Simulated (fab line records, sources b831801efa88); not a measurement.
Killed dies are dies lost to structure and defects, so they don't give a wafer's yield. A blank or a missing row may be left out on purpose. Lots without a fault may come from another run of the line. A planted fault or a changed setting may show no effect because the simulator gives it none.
Which tool did it? | flow sky130 | 12 lots, 36 wafers sampled, at 6 steps of a route of 708

WHAT THE GAUGES READ, wafer by wafer
SKY_SD_P_TW_MEAS_11.
lot  | measured     | on            | SD_P_TW
L495 | day 25 08:33 | film_metro-01 | 2843 2841 2848
L498 | day 26 13:45 | film_metro-04 | 2832 2821 2828
L499 | day 26 14:24 | film_metro-04 | 2813 2816 2802
L500 | day 27 08:13 | film_metro-02 | 2863 2854 2884
L501 | day 27 21:31 | film_metro-02 | 2882 2859 2875
L502 | day 28 02:48 | film_metro-04 | 2838 2825 2836
L504 | day 29 00:25 | film_metro-02 | 2861 2864 2872
L507 | day 29 16:15 | film_metro-01 | 2833 2822 2831
L508 | day 30 07:17 | film_metro-04 | 2997 3003 3012
L512 | day 31 12:01 | film_metro-04 | 2976 2988 3014
L516 | day 32 10:20 | film_metro-01 | 2840 2842 2843
L515 | day 32 13:57 | film_metro-02 | 2839 2842 2843

SKY_SD_N_RS_MEAS_17: measures by four-point-probe.
lot  | measured     | on            | SD_P_RS (ohm/sq)
L495 | day 27 20:33 | film_metro-01 | 146.8 147.0 147.2
L498 | day 29 00:21 | film_metro-01 | 146.3 146.4 146.5
L499 | day 29 00:35 | film_metro-04 | 146.9 147.2 146.9
L500 | day 29 17:44 | film_metro-01 | 146.6 146.7 146.8
L501 | day 30 07:32 | film_metro-02 | 146.6 147.2 146.7
L502 | day 30 11:54 | film_metro-01 | 146.8 146.7 147.2
L504 | day 31 08:17 | film_metro-04 | 146.7 146.9 147.1
L507 | day 31 23:51 | film_metro-02 | 147.4 147.0 147.0
L508 | day 32 14:35 | film_metro-02 | - - -
L512 | day 33 19:01 | film_metro-01 | - - -
L516 | day 34 17:07 | film_metro-01 | 146.9 147.5 147.2
L515 | day 34 22:07 | film_metro-01 | 147.1 147.2 147.0

SKY_SD_N_RS_MEAS_18: measures by four-point-probe.
lot  | measured     | on            | RES_XHIGH_RS (ohm/sq)
L495 | day 27 20:40 | film_metro-01 | 334.6 333.4 332.9
L498 | day 29 00:28 | film_metro-01 | 331.3 332.4 332.4
L499 | day 29 00:42 | film_metro-04 | 331.9 331.9 332.1
L500 | day 29 17:52 | film_metro-01 | 332.2 332.6 331.2
L501 | day 30 07:40 | film_metro-02 | 333.5 333.5 333.1
L502 | day 30 12:01 | film_metro-01 | 333.6 333.1 333.4
L504 | day 31 08:25 | film_metro-04 | 331.9 332.5 333.0
L507 | day 31 23:58 | film_metro-02 | 332.8 333.6 332.2
L508 | day 32 14:42 | film_metro-02 | 334.2 335.0 335.5
L512 | day 33 19:08 | film_metro-01 | 331.4 331.6 332.3
L516 | day 34 17:14 | film_metro-01 | 331.5 332.9 333.4
L515 | day 34 22:14 | film_metro-01 | 333.5 331.7 332.7

SKY_CONTACT_BOW_MEAS_05.
lot  | measured     | on            | CONTACT_BOW (um)
L495 | day 30 08:38 | film_metro-01 | 84 84 92
L498 | day 31 11:13 | film_metro-03 | 80 91 90
L499 | day 31 12:05 | film_metro-03 | 88 84 94
L500 | day 32 04:35 | film_metro-03 | 77 90 85
L501 | day 32 17:49 | film_metro-02 | 77 72 75
L502 | day 32 21:49 | film_metro-01 | 83 72 74
L504 | day 33 18:53 | film_metro-02 | 78 93 89
L507 | day 34 09:06 | film_metro-02 | 77 78 69
L508 | day 35 00:23 | film_metro-01 | 79 80 78
L512 | day 36 05:22 | film_metro-01 | 88 90 77
L516 | day 37 00:55 | film_metro-01 | 83 74 78
L515 | day 37 05:50 | film_metro-03 | 90 93 103

SKY_CONTACT_RS_MEAS_25: measures by four-point-probe.
lot  | measured     | on            | CONTACT_W_RS (ohm/sq)
L495 | day 31 13:18 | film_metro-02 | 0.336 0.334 0.336
L498 | day 32 15:39 | film_metro-03 | 0.329 0.333 0.339
L499 | day 32 16:34 | film_metro-03 | 0.332 0.338 0.334
L500 | day 33 08:53 | film_metro-02 | 0.335 0.334 0.335
L501 | day 33 22:02 | film_metro-03 | 0.331 0.343 0.332
L502 | day 34 01:38 | film_metro-02 | 0.330 0.339 0.339
L504 | day 34 23:14 | film_metro-01 | 0.331 0.341 0.334
L507 | day 35 12:09 | film_metro-03 | 0.339 0.337 0.336
L508 | day 36 03:29 | film_metro-03 | 0.330 0.337 0.334
L512 | day 37 08:53 | film_metro-03 | 0.337 0.333 0.341
L516 | day 38 02:49 | film_metro-02 | 0.337 0.342 0.339
L515 | day 38 08:15 | film_metro-02 | 0.338 0.343 0.337

WHICH TOOL RAN EACH LOT (tool, then ch and the chambers of the sampled wafers, then the start)
lot  | SKY_SD_P_IMPLANT_09
L495 | implanter-03 ch 0, day 25 08:18
L498 | implanter-03 ch 0, day 26 13:30
L499 | implanter-03 ch 0, day 26 14:10
L500 | implanter-01 ch 0, day 27 07:59
L501 | implanter-01 ch 0, day 27 21:17
L502 | implanter-04 ch 0, day 28 02:33
L504 | implanter-01 ch 0, day 29 00:12
L507 | implanter-01 ch 0, day 29 16:00
L508 | implanter-03 ch 0, day 30 07:02
L512 | implanter-03 ch 0, day 31 11:48
L516 | implanter-04 ch 0, day 32 10:05
L515 | implanter-04 ch 0, day 32 13:42
- SKY_SD_P_IMPLANT_09

WHAT THE TOOLS THEMSELVES READ (means of the sampled wafers that have a number; where no wafer has one, the mark that the record gives instead)
SKY_SD_P_IMPLANT_09.
lot  | tool         | beam_on_s (s) | tilt_deg (degrees)
L495 | implanter-03 | 14.9          | 0.001
L498 | implanter-03 | 14.9          | 0.001
L499 | implanter-03 | 15.2          | -0.009
L500 | implanter-01 | 13.8          | 0.008
L501 | implanter-01 | 14.0          | -0.015
L502 | implanter-04 | 12.6          | -0.009
L504 | implanter-01 | 13.8          | -0.002
L507 | implanter-01 | 14.0          | 0.003
L508 | implanter-03 | 15.1          | 8.582
L512 | implanter-03 | 15.0          | 8.572
L516 | implanter-04 | 12.6          | -0.010
L515 | implanter-04 | 12.7          | -0.025

THE ANSWER, worked out from the rows above alone
Rule: what is usual is taken from the lots themselves. Put in order of their means at a reading, lots are off if they are a third of the lots or fewer, leave a main group of 4 or more, and stand apart from it by a gap of 3 or more times the standard deviation of the main group's means; of several such gaps the widest counts. A main group whose means are all the same, to the digits that the tables above print for the reading, isn't used. A lot without any number at a reading at which 4 lots or more have one is off too. The other lots that the step has rows for count as sound. The gauges are gone through in route order, then the tools' own readings, and for those a lot's mean is taken as printed above. The first step at which some lot is off is used, and at that step the reading that is off furthest; a lot without a number counts as furthest.
Off: L508, L512, at SKY_SD_P_TW_MEAS_11 (SD_P_TW). The main group: mean 2843, standard deviation 19.
A tool fits if, at a process step before that reading, it ran every lot that is off, and no sound lot after the first of them. The gauges at SKY_SD_P_TW_MEAS_11 aren't tried: what is off there is off at SKY_SD_N_RS_MEAS_17 too, on other tools, and a gauge's error can't cause that. One fits: implanter-03 at SKY_SD_P_IMPLANT_09. Its last sound lot is L499 (day 26 14:10), its first lot that is off L508 (day 30 07:02): a fault that began between those two fits.
The tool's own readings at SKY_SD_P_IMPLANT_09 bear it out: on the lots that are off they differ by more than 5 times the standard deviation of the sound lots' means. tilt_deg reads 8.577 degrees there against -0.006 degrees on the sound lots.

WHAT THE SIMULATOR HAD PUT IN
Process parameter drift: implanter-03, from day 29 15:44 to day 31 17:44, at SKY_SD_P_IMPLANT_09. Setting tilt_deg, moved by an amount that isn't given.
Lots struck among those shown: L508, L512. The rule above found the same.
